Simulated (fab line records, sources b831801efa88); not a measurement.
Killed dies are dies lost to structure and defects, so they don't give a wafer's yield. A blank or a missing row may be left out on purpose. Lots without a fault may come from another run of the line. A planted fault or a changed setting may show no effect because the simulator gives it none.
fab line records | flow sky130
record lots=6 wafers=18 last_day=50
route steps=708 shown LI_CONTACT@365 PAD_OPEN@708
lots that met no fault: from a run of the same line without faults
start_h: hours from the record's first day to the start of the lot's first wafer shown | wait_h: hours since the lot's step before | " the same as in the row above | L1.1+2: a row that stands for several wafers | - no value, or no start given | * or withheld: withheld | < > ~ a bound
route shown NAME@n: a module of which the file shows steps, and the number in the route of the first | usual: mean/standard deviation of fault-free wafers | same: alike in all rows | chamber/n: place in a boat | sites: the reading at each site | _std_site: their standard deviation | _edge_site: outer sites' mean less inner sites' | radius_mm: how far each site lies from the wafer's centre | mask NAME#n: copy n | behind: the tool/chamber that last shaped the wafer | hold: why the lot was held/for how many hours/how that ended | device: the transistor (n, p or np) that didn't switch | end of line: the same wafers' tests at the end of the route | a step without rows: its recipe alone | killed: dies lost to structure and defects at the first sort, not the wafer's yield | map: a wafer's dies, x killed, . not, _ none there
set.NAME: the setting as run; set.NAME@STEP: as run at that earlier step | model.NAME: the simulator's own value behind a step, which no gauge read
lots at some steps of the route; a table a step, a row a wafer
services: from which hour (start_h, from the record's first day; less than 0 if before it) a tool's chamber was out of use, for how many hours, and why
## steps
# step SKY_LI_CONTACT_BOW_MEAS_03
# recipe mode=bow
# usual LI_CONTACT_BOW=55/6.9
# columns lot.wafer tool chamber start_h wait_h LI_CONTACT_BOW[um]
L668.1 film_metro-02 - 680.77 0.1 53
L668.2 " - " " 66
L668.3 " - " " 52
L669.2 film_metro-01 - 713.16 0.1 50
L669.3 " - " " 50
L669.5 " - " " 61
L678.1 film_metro-03 - 763.07 0.2 61
L678.4 " - " " 52
L678.6 " - " " 65
L679.1 film_metro-01 - 789.67 0.1 47
L679.4 " - " " 54
L679.5 " - " " 64
L680.2 film_metro-01 - 789.99 0.2 66
L680.3 " - " " 57
L680.4 " - " " 59
L685.2 film_metro-03 - 811.41 0.2 51
L685.4 " - " " 55
L685.6 " - " " 62
# step SKY_LI_CONTACT_DEHYDRATE_04
# recipe temp_c=200 time_s=60
# step SKY_LI_CONTACT_HMDS_05
# recipe prime_time_s=60 prime_temp_c=120
# step SKY_LI_CONTACT_COAT_06
# recipe resist=BARC temp_c=withheld time_s=withheld spin_rpm=3000 resist_thk_nm=60
# step SKY_LI_CONTACT_COAT_07
# recipe resist=KrF-thick spin_rpm=3000 resist_thk_nm=450
# step SKY_LI_CONTACT_SOFTBAKE_08
# recipe temp_c=100 time_s=90 resist=KrF-thick
# step SKY_LI_CONTACT_EXPOSE_09
# recipe mask_id=LICM1 na=0.8 source_shape=annular sigma_inner=0.55 sigma_outer=0.85 target_cd_nm=170 dose_mj=38
# step SKY_LI_CONTACT_PEB_10
# recipe peb_temp_c=withheld peb_time_s=withheld resist=KrF-thick
# step SKY_LI_CONTACT_DEVELOP_11
# recipe develop_time_s=60 resist=KrF-thick dev_temp_c=20.02
# step SKY_LI_CONTACT_CD_MEAS_12
# recipe target_cd_nm=170
# usual cd_nm=170.1/1.4
# columns lot.wafer tool chamber start_h wait_h cd_nm
L668.1 cd_sem-02 - 708.54 - 168.5
L668.2 " - " " 167.5
L668.3 " - " " 169.5
L669.2 cd_sem-01 - 740.41 - 169.0
L669.3 " - " " 171.9
L669.5 " - " " 170.4
L678.1 cd_sem-02 - 789.24 - 170.8
L678.4 " - " " 169.4
L678.6 " - " " 169.9
L679.1 cd_sem-01 - 816.74 - 170.3
L679.4 " - " " 170.5
L679.5 " - " " 171.4
L680.2 cd_sem-02 - 817.11 - 169.8
L680.3 " - " " 168.1
L680.4 " - " " 169.5
L685.2 cd_sem-01 - 837.35 - 171.3
L685.4 " - " " 172.0
L685.6 " - " " 171.5
# step SKY_LI_CONTACT_OVL_MEAS_13
# usual LI_CONTACT_OVL=-3/5.4
# columns lot.wafer tool chamber start_h wait_h LI_CONTACT_OVL[nm]
L668.1 overlay-02 - 708.66 0.1 -2
L668.2 " - " " -3
L668.3 " - " " -3
L669.2 overlay-02 - 740.52 0.1 9
L669.3 " - " " 1
L669.5 " - " " 3
L678.1 overlay-02 - 789.36 0.1 -15
L678.4 " - " " -3
L678.6 " - " " -4
L679.1 overlay-02 - 816.86 0.1 -6
L679.4 " - " " -3
L679.5 " - " " -3
L680.2 overlay-02 - 817.22 0.1 -1
L680.3 " - " " 7
L680.4 " - " " 3
L685.2 overlay-02 - 837.46 0.1 -6
L685.4 " - " " 0
L685.6 " - " " -7
# step SKY_LI_CONTACT_ETCH_14
# recipe chemistry=N2/H2 target=BARC ion_energy_ev=200 source_w=500 bias_w=100 pressure_mtorr=30 n2_flow_sccm=100 h2_flow_sccm=200 stop_on=SiO2 time_s=45.9 target_depth_a=600
# usual drypump_motor_current_A=5.5/0.42 oes_product_au=0.853/0.0046 throttle_valve_pct=13.224/0.0095
# columns lot.wafer tool chamber start_h wait_h drypump_motor_current_A oes_product_au rf_hours_counter_h throttle_valve_pct
L668.1 rie_diel-04 0 708.70 0.0 5.8 0.850 4 13.232
L668.2 " 2 " " 5.0 0.852 13 13.225
L668.3 " 3 " " 5.5 0.853 1 13.202
L669.2 rie_diel-01 2 740.55 0.0 5.3 0.852 22 13.235
L669.3 " 1 " " 5.3 0.853 0 13.210
L669.5 " 0 " " 5.9 0.844 - 13.227
L678.1 rie_diel-01 0 789.40 0.0 5.9 0.857 5 13.228
L678.4 " 2 " " 5.3 0.863 23 13.205
L678.6 " 1 " " 5.3 0.858 - 13.226
L679.1 rie_diel-01 3 816.90 0.0 5.8 0.850 15 13.232
L679.4 " 0 " " 5.9 0.849 5 13.228
L679.5 " 0 " " 5.9 0.853 - 13.233
L680.2 rie_diel-02 1 817.25 0.0 5.0 0.854 17 13.212
L680.3 " 3 " " 6.2 0.853 2 13.232
L680.4 " 0 " " 4.9 0.861 9 13.223
L685.2 rie_diel-04 0 837.49 0.0 5.8 0.850 8 13.228
L685.4 " 0 " " 5.8 0.851 - 13.220
L685.6 " 3 " " 5.6 0.854 - 13.213
# step SKY_LI_CONTACT_ETCH_15
# recipe target=PSG chemistry=C4F8/O2/Ar stop_on=Si taper_deg=4.15 mask_material=KrF-thick source_w=1500 bias_w=1200 pressure_mtorr=40 c4f8_flow_sccm=withheld O2_flow_sccm=6 Ar_flow_sccm=300 time_s=withheld target_depth_a=6000
# usual oes_product_au=0.837/0.0046
# columns lot.wafer tool chamber start_h wait_h oes_product_au model.KrF-thick_of_LI_CONTACT_COAT_07.thk_nm
L668.1 rie_diel-04 0 708.74 0.0 0.842 229.5
L668.2 " 2 " " 0.847 227.2
L668.3 " 3 " " 0.829 230.6
L669.2 rie_diel-01 2 740.59 0.0 0.833 229.3
L669.3 " 1 " " 0.838 231.3
L669.5 " 0 " " 0.827 233.5
L678.1 rie_diel-01 0 789.44 0.0 0.831 270.4
L678.4 " 2 " " 0.837 227.4
L678.6 " 1 " " 0.833 232.4
L679.1 rie_diel-01 3 816.94 0.0 0.842 236
L679.4 " 0 " " 0.832 272.5
L679.5 " 0 " " 0.835 273
L680.2 rie_diel-02 1 817.29 0.0 0.841 232.3
L680.3 " 3 " " 0.835 233.2
L680.4 " 0 " " 0.834 228.5
L685.2 rie_diel-04 0 837.53 0.0 0.834 231.1
L685.4 " 0 " " 0.834 230.5
L685.6 " 3 " " 0.843 231.3
# step SKY_LI_CONTACT_STRIP_16
# recipe chemistry=O2/N2 power_w=1400 pressure_mtorr=1500 platen_temp_c=withheld o2_flow_sccm=3000 n2_flow_sccm=300 overash_fraction=0.5
# usual drypump_motor_current_A=5.5/0.34 oes_product_au=0.376/0.0048 strip_time_to_endpoint_s=3.49/0.032
# columns lot.wafer tool chamber start_h wait_h drypump_motor_current_A oes_product_au rf_hours_counter_h strip_time_to_endpoint_s
L668.1 plasma_asher-04 1 708.83 - 5.7 0.378 58 3.48
L668.2 " 0 " " 5.8 0.373 58 3.44
L668.3 " 0 " " 5.9 0.374 - 3.48
L669.2 plasma_asher-04 0 740.68 - 5.9 0.375 61 3.48
L669.3 " 0 " " 5.9 0.370 - 3.50
L669.5 " 1 " " 5.7 0.375 - 3.50
L678.1 plasma_asher-04 0 789.53 - 5.9 0.394 66 3.90
L678.4 " 0 " " 5.8 0.382 - 3.45
L678.6 " 1 " " 5.7 0.372 - 3.49
L679.1 plasma_asher-02 0 817.03 - 6.1 0.382 100 3.54
L679.4 " 1 " " 4.8 0.395 - 3.94
L679.5 " 0 " " 6.1 0.392 - 3.94
L680.2 plasma_asher-02 1 817.38 - 4.7 0.377 100 3.51
L680.3 " 1 " " 4.8 0.378 - 3.50
L680.4 " 0 " " 6.1 0.368 - 3.46
L685.2 plasma_asher-01 1 837.62 - 5.5 0.382 9 3.46
L685.4 " 0 " " 5.3 0.375 - 3.47
L685.6 " 1 " " 5.5 0.382 - 3.49
# step SKY_LI_CONTACT_CLEAN_17
# recipe chemistry=NMP time_s=600 temp_c=60 dry=n2_spin
# step SKY_PAD_OPEN_PROBE_99
# columns lot.wafer tool chamber start_h wait_h model.etest.pfet_01v8.r_on_ohm_um model.etest.licon_pdiff.rc_ohm model.etest.pfet_g5v0d10v5.r_on_ohm_um model.etest.nfet_g5v0d10v5.r_on_ohm_um model.etest.nfet_01v8.r_on_ohm_um model.etest.licon_ndiff.rc_ohm model.etest.licon_high_po.rc_ohm model.etest.sonos_uncharged.r_on_ohm_um
L668.1 prober-01 - 1095.26 0.1 2950 578.3 4840 1930 832.1 181.8 348.1 817.8
L668.2 prober-01 - 1095.31 0.1 2904 585.6 4789 1934 828.5 194.9 366.7 810.2
L668.3 prober-01 - 1095.36 0.2 2901 588.9 4889 1938 826.1 180 350.9 813.6
L669.2 prober-02 - 1124.21 0.1 2847 585 4626 1878 816.3 188.3 363.3 785
L669.3 prober-02 - 1124.26 0.2 2864 573.2 4682 1869 831.8 178.4 351.8 795.7
L669.5 prober-02 - 1124.36 0.2 2940 599.6 4626 1876 852.1 188.1 364.8 805.4
L678.1 prober-02 - 1155.88 0.1 3076 726.2 4818 1958 897.4 248.4 416.5 854.2
L678.4 prober-02 - 1156.03 0.2 2960 576.6 4758 1892 855.1 177.7 344.1 806.6
L678.6 prober-02 - 1156.13 0.2 2958 593 4720 1903 845.7 176.2 361.9 811.3
L679.1 prober-01 - 1176.62 0.1 3024 583.3 4807 1890 862.8 180.1 367.4 816.4
L679.4 prober-01 - 1176.77 0.2 3190 708.5 5005 1987 940.4 252 408.9 867
L679.5 prober-01 - 1176.82 0.2 3170 717.5 4961 1983 931.8 252.8 398.8 858.1
L680.2 prober-02 - 1177.33 0.1 2953 575 4899 1923 849.8 176.1 360 807.3
L680.3 prober-02 - 1177.38 0.2 2949 596.4 4831 1912 871 187 344.2 821.2
L680.4 prober-02 - 1177.43 0.2 2870 591.4 4834 1917 842.2 178.8 350.1 793.5
L685.2 prober-02 - 1188.32 0.1 2879 561.9 4686 1862 876.6 180 326.2 799.1
L685.4 prober-02 - 1188.42 0.2 2884 546.4 4640 1850 855.3 177.1 339.4 793.1
L685.6 prober-02 - 1188.52 0.2 2847 560.6 4652 1870 846.1 177.8 339.1 782
# killed by level:class
L668.1 VIA1:geometric_particle:open=12 VIA1:geometric_particle:short=8 LI_CONTACT:geometric_particle:open=7 CONTACT:geometric_particle:open=7 VIA2:geometric_particle:short=5 METAL1:geometric_particle:short=5 VIA2:geometric_particle:open=5 METAL3:geometric_particle:short=5
L668.2 CONTACT:geometric_particle:open=10 VIA1:geometric_particle:open=9 VIA3:geometric_particle:open=8 METAL2:geometric_particle:short=7 CONTACT:geometric_particle:short=6 POLY_GATE:geometric_particle:short=5 VIA2:geometric_particle:open=5 LI_CONTACT:geometric_particle:open=3
L668.3 VIA1:geometric_particle:open=14 VIA3:geometric_particle:short=8 VIA2:geometric_particle:open=8 LOCAL_INTERCONNECT:geometric_particle:short=6 CONTACT:geometric_particle:open=6 METAL1:geometric_particle:short=6 METAL2:geometric_particle:short=6 FIELD_ISO:geometric_particle:short=4
L669.2 CONTACT:geometric_particle:open=7 VIA2:geometric_particle:open=7 LI_CONTACT:geometric_particle:open=6 METAL2:geometric_particle:short=6 VIA3:geometric_particle:open=6 VIA1:geometric_particle:open=5 POLY_GATE:geometric_particle:short=4 SPACER:geometric_particle:short=4
L669.3 LI_CONTACT:geometric_particle:open=7 VIA1:geometric_particle:open=6 VIA2:geometric_particle:open=6 METAL1:geometric_particle:short=5 VIA3:geometric_particle:open=5 METAL3:geometric_particle:short=5 FIELD_ISO:geometric_particle:open=4 POLY_GATE:geometric_particle:open=4
L669.5 VIA1:geometric_particle:open=18 VIA3:geometric_particle:open=9 POLY_GATE:geometric_particle:open=6 POLY_GATE:geometric_particle:short=6 LI_CONTACT:geometric_particle:open=6 METAL1:geometric_particle:short=6 METAL3:geometric_particle:short=6 METAL2:geometric_particle:short=6
L680.2 LI_CONTACT:geometric_particle:open=9 FIELD_ISO:geometric_particle:short=7 VIA1:geometric_particle:short=7 VIA1:geometric_particle:open=7 FIELD_ISO:geometric_particle:open=6 VIA2:geometric_particle:open=6 VIA3:geometric_particle:open=5 CONTACT:geometric_particle:open=4
L680.3 VIA1:geometric_particle:open=9 FIELD_ISO:geometric_particle:open=7 CONTACT:geometric_particle:open=7 METAL2:geometric_particle:short=7 FIELD_ISO:geometric_particle:short=6 METAL1:geometric_particle:short=5 VIA3:geometric_particle:open=5 METAL3:geometric_particle:short=5
L680.4 LI_CONTACT:geometric_particle:open=12 FIELD_ISO:geometric_particle:short=10 VIA1:geometric_particle:open=7 METAL2:geometric_particle:short=7 METAL4:geometric_particle:short=6 CONTACT:geometric_particle:short=5 CONTACT:geometric_particle:open=5 METAL1:geometric_particle:short=5
L685.2 VIA1:geometric_particle:open=13 LI_CONTACT:geometric_particle:open=10 METAL2:geometric_particle:short=9 CONTACT:geometric_particle:open=6 CONTACT:geometric_particle:short=6 VIA1:geometric_particle:short=6 VIA3:geometric_particle:open=6 FIELD_ISO:geometric_particle:short=5
L685.4 VIA2:geometric_particle:open=10 CONTACT:geometric_particle:open=9 VIA1:geometric_particle:open=9 FIELD_ISO:geometric_particle:open=7 CONTACT:geometric_particle:short=7 VIA1:geometric_particle:short=7 LI_CONTACT:geometric_particle:open=6 METAL2:geometric_particle:short=6
L685.6 CONTACT:geometric_particle:open=11 METAL2:geometric_particle:short=9 VIA1:geometric_particle:open=8 LI_CONTACT:geometric_particle:open=7 FIELD_ISO:geometric_particle:short=6 METAL1:geometric_particle:short=6 VIA1:geometric_particle:short=6 POLY_GATE:geometric_particle:open=5
## services
# columns tool chamber start_h hours kind
plasma_asher-01 - 690.48 2.2 repair
rie_diel-01 - 696.57 2.8 pm
rie_diel-01 - 703.91 14.6 pm
rie_diel-02 3 718.79 - clean
rie_diel-02 3 718.79 20.2 scheduled_down
rie_diel-02 3 718.79 20.2 vent_cycle
rie_diel-01 1 720.01 - clean
rie_diel-01 1 720.01 17.4 scheduled_down
rie_diel-01 1 720.01 17.4 vent_cycle
rie_diel-01 3 720.52 4.3 repair
rie_diel-02 2 720.96 6.7 repair
rie_diel-04 - 729.07 2.8 pm
plasma_asher-01 - 732.02 1.7 repair
plasma_asher-01 - 733.75 9.0 pm
rie_diel-02 0 738.20 9.5 repair
plasma_asher-01 - 758.94 2.8 repair
rie_diel-04 3 760.62 2.0 repair
rie_diel-02 2 773.42 17.0 repair
plasma_asher-01 - 782.19 2.0 repair
rie_diel-04 0 789.52 3.2 repair
rie_diel-02 1 802.30 9.7 repair
rie_diel-01 2 821.71 4.1 repair
rie_diel-04 1 822.57 21.8 repair
plasma_asher-02 - 833.31 27.9 repair
## key
first_sign step=SKY_LI_CONTACT_STRIP_16 reading=strip_time_to_endpoint_s direction=up sigmas=14 usual=* struck=*
effect step=SKY_LI_CONTACT_STRIP_16 reading=oes_product_au direction=up sigmas=3.7 usual=0.376 struck=0.393
model_effect step=SKY_LI_CONTACT_ETCH_15 value=KrF-thick_of_LI_CONTACT_COAT_07.thk_nm without=233.2 struck=271.9
model_effect step=SKY_PAD_OPEN_PROBE_99 value=etest.pfet_01v8.r_on_ohm_um without=3004 struck=3145
met_at SKY_LI_CONTACT_ETCH_15
struck_wafers L678.1,L679.4,L679.5
sort_left_out L678.1,L679.4,L679.5
tester_left_out L678,L679
onset_between 740.59 789.44
fault kind=process_parameter_drift tool=rie_diel-01 chamber=0 onset_h=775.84 steps=SKY_LI_CONTACT_ETCH_15 channel=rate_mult offset=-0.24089 shape=step end_h=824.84
# tester_left_out: of these lots the tester's yield and bins aren't shown, on N5 and GAA mostly nor the transistor test; their killed dies are dies lost to structure and defects alone, not to doping, threshold or leakage, so they don't give the yield
# sort_left_out: the simulated sort isn't trusted on such a fault, so these wafers' sort isn't shown, and their yield isn't known
